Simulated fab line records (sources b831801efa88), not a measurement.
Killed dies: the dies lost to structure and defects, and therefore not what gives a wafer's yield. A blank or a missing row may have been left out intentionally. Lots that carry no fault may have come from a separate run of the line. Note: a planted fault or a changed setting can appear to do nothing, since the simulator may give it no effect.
Which tool is to blame? -- flow gf180mcu -- 42 wafers from 15 lots sampled at 5 of the route's 602 steps

== WHAT EACH GAUGE READ, for each wafer ==
GF_VT_IMPLANT_TW_MEAS_43.
lot,measured,on,VT_IMPLANT_4_TW
L747,day 7 11:23,film metro-02,675 679 677
L748,day 7 23:04,film metro-04,696 696 693
L750,day 8 09:19,film metro-04,695 697 695
L751,day 8 17:22,film metro-04,694 693 694
L752,day 8 23:43,film metro-04,695 695 691
L754,day 9 13:38,film metro-02,677 675 676
L759,day 11 00:28,film metro-01,690 623
L760,day 11 03:48,film metro-01,620 623
L761,day 11 10:35,film metro-01,692 619
L764,day 12 14:40,film metro-04,693 690 693
L765,day 13 00:02,film metro-02,677 676 677
L766,day 13 01:54,film metro-04,698 698 693
L767,day 13 06:26,film metro-02,675 677 680
L768,day 13 15:35,film metro-04,697 695 698
L770,day 14 09:16,film metro-04,694 692 689

GF_V1_BOW_MEAS_05.
lot,measured,on,V1_BOW (um)
L747,day 17 01:50,film metro-04,73 76 79
L748,day 17 18:00,film metro-03,92 97 94
L750,day 18 10:00,film metro-04,82 86 66
L751,day 18 23:53,film metro-03,102 96 104
L752,day 19 08:48,film metro-02,81 93 90
L754,day 20 00:47,film metro-03,86 86 78
L759,day 21 22:19,film metro-04,75 78
L760,day 22 03:40,film metro-03,74 81
L761,day 22 10:35,film metro-04,86 73
L764,day 23 19:14,film metro-04,97 76 81
L765,day 24 07:01,film metro-03,88 77 89
L766,day 24 13:09,film metro-03,84 89 89
L767,day 24 13:32,film metro-04,83 74 81
L768,day 24 23:43,film metro-04,71 84 77
L770,day 25 17:09,film metro-03,80 75 105

GF_V3_THK_MEAS_25: measures by xrf.
lot,measured,on,V3_W_THK (nm)
L747,day 22 09:08,film metro-03,344 344 345
L748,day 23 01:05,film metro-02,338 336 336
L750,day 23 16:08,film metro-03,346 349 345
L751,day 24 07:20,film metro-02,339 339 341
L752,day 24 11:59,film metro-03,346 343 343
L754,day 25 05:26,film metro-02,348 340 348
L759,day 26 20:53,film metro-02,337 342
L760,day 27 02:14,film metro-02,343 339
L761,day 27 08:19,film metro-04,344 341
L764,day 28 11:58,film metro-04,341 342 338
L765,day 29 00:29,film metro-04,337 335 337
L766,day 29 03:48,film metro-02,342 342 341
L767,day 29 05:36,film metro-03,344 344 346
L768,day 29 14:32,film metro-02,340 343 342
L770,day 30 04:13,film metro-04,341 346 340

GF_PASSIVATION_BOW_MEAS_14.
lot,measured,on,PASSIVATION_BOW (um)
L747,day 29 00:30,film metro-03,119 122 125
L748,day 29 16:13,film metro-04,157 163 161
L750,day 30 04:36,film metro-04,130 133 113
L751,day 30 16:12,film metro-01,144 137 149
L752,day 30 20:00,film metro-03,138 150 148
L754,day 31 09:50,film metro-01,133 134 127
L759,day 32 17:22,film metro-03,135 138
L760,day 32 21:41,film metro-03,132 141
L761,day 33 03:36,film metro-04,144 128
L764,day 34 02:32,film metro-04,151 129 135
L765,day 34 10:48,film metro-03,145 133 146
L766,day 34 14:11,film metro-03,143 150 150
L767,day 34 19:31,film metro-04,131 125 130
L768,day 34 22:41,film metro-03,123 135 126
L770,day 35 08:45,film metro-01,142 138 165

== WHAT TOOL EACH LOT RAN ON (gives the tool, then ch and the chambers of the sampled wafers, and finally the start) ==
lot,GF_VT_IMPLANT_IMPLANT_41
L747,"implanter-04 ch 0, day 7 11:09"
L748,"implanter-03 ch 0, day 7 22:50"
L750,"implanter-01 ch 0, day 8 09:04"
L751,"implanter-01 ch 0, day 8 17:07"
L752,"implanter-04 ch 0, day 8 23:28"
L754,"implanter-04 ch 0, day 9 13:23"
L759,"implanter-04 ch 0, day 11 00:14"
L760,"implanter-04 ch 0, day 11 03:33"
L761,"implanter-04 ch 0, day 11 10:21"
L764,"implanter-01 ch 0, day 12 14:27"
L765,"implanter-03 ch 0, day 12 23:48"
L766,"implanter-03 ch 0, day 13 01:41"
L767,"implanter-03 ch 0, day 13 06:13"
L768,"implanter-03 ch 0, day 13 15:22"
L770,"implanter-03 ch 0, day 14 09:01"
- GF_VT_IMPLANT_IMPLANT_41

== WHAT THE TOOLS THEMSELVES READ (means of the sampled wafers that have a number; where no wafer has one, the mark that the record gives instead) ==
The record holds no such reading with a usual standard deviation.

== THE ANSWER, worked out from the rows above alone ==
Rule: usual is defined by the lots themselves. The widest of any qualifying gaps counts: lots, ordered by their means at a reading, are off when they make up no more than a third of the lots, leave a main group of 4 or more, and stand apart from it by 3 or more times the standard deviation of that group's means. Not used: any main group whose means are identical at the precision the tables above print for the reading. Also off: a lot with no number at a reading for which 4 or more lots have one. Any other lot the step has rows for is counted as sound. First the gauges in route order, then the tools' own readings, where a lot's mean is used as printed above. The first step at which some lot is off is used, and at that step the reading that is off furthest; a lot without a number counts as furthest.
No lot is off at any reading shown: from this, nothing can be told.

== WHAT THE SIMULATOR PUT IN ==
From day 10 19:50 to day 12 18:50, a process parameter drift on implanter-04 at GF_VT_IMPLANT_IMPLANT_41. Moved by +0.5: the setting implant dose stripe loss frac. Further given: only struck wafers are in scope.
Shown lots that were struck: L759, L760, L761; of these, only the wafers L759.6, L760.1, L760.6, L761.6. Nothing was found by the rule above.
